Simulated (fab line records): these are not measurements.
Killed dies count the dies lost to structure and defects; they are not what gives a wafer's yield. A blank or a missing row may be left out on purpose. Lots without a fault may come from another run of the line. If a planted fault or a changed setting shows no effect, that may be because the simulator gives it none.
8D (eight disciplines) problem report, filled in by code -- flow sky130 -- the parts of the form that need people (team, actions taken, sign-off) are left out

## 1. THE PROBLEM
cd nm at SKY_VT_ADJUST_HVTR_CD_MEAS_07 reads a mean of 391.6 nm on 3 wafers of 3 lots; wafers without a fault read 379.7 nm with a standard deviation of 2. Measured from the usual mean, that is +6.0 standard deviations.
The step: target cd 380 nm.
First seen on wafer L225.5, day 13 19:28, on cd sem-02. Wafers with a number at this step in the record: 37, from 13 lots. Rule for "out" (also "out of limits"): further than 4 standard deviations from the usual mean. The rest of the wafers with a number are treated as sound.

## 2. WHAT IT IS; WHAT IT IS NOT
question,is,is not
which readings at this step,cd nm,-
which lots,"L225, L226, L227","L210, L213, L215, L216, L217, L218, L221, L223, L224, L232"
which wafers of those lots,"L225.5, L226.5, L227.4","L225.2, L225.6, L226.2, L227.2"
read on which gauges,"cd sem-01, cd sem-02",-
when,from day 13 19:28,"up to then (29 sound wafers); but 5 sound wafers of L226, L227, L232 came after"

## 3. SUSPECTS, AND WHAT RULES EACH OUT
Counting: if a tool at a process step up to the reading ran every lot that is out, it stays a suspect. Sound lots after the first of them don't rule it out here, since some wafers of a struck lot are sound.
- ruled out: the gauge at SKY_VT_ADJUST_HVTR_CD_MEAS_07. 2 gauges (cd sem-01, cd sem-02) read the wafers that are out.
- plasma asher-02 at SKY_NWELL_STRIP_25 (strips in O2/N2): kept. It ran every lot that is out, first L225 (day 9 01:16); its last sound lot up to then is L224 (day 8 19:28).
- litho track-03 at SKY_VT_ADJUST_HVTR_DEVELOP_06 (develop time 60 s): kept. It ran every lot that is out, first L225 (day 13 19:19); its last sound lot up to then is L224 (day 13 11:41).
Remaining after the count are plasma asher-02 at SKY_NWELL_STRIP_25 and litho track-03 at SKY_VT_ADJUST_HVTR_DEVELOP_06.

## 4. THE CAUSE (what the simulator had put in)
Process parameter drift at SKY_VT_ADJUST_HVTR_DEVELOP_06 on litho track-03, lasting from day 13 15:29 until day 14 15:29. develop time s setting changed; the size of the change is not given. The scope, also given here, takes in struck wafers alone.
Of the 2 suspects that counting leaves, this tool is one.

## 5. SEQUENCE OF EFFECTS, ordered by route
Rows list readings where the struck wafers' mean (over those with a number) sits beyond 3 standard deviations from the usual. Only readings whose record carries a usual standard deviation are examined. hours: median over the lots of the time between each lot's start at the first step of this table that gives one and its start at this step. sigmas: the change, counted in usual standard deviations.
hours,step,reading,usual,on struck wafers,change,sigmas
0,SKY_VT_ADJUST_HVTR_CD_MEAS_07,cd nm,379.7 nm,391.6,+11.9,+6.0

## 6. WHAT WOULD HAVE CAUGHT IT SOONER
In this record the first reading out of limits at a measuring or inspecting step was taken at day 13 19:28, 4 hours after the fault began at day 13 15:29.
Of the tool readings at SKY_VT_ADJUST_HVTR_DEVELOP_06 for which the record gives a usual standard deviation, none was out on any struck wafer, so an alarm limit of 4 standard deviations on them would not have fired.
L226, L227, from the lots that are out (3), started SKY_VT_ADJUST_HVTR_DEVELOP_06 on litho track-03 later than day 13 19:28. A hold on the tool at that time would have spared those 2.
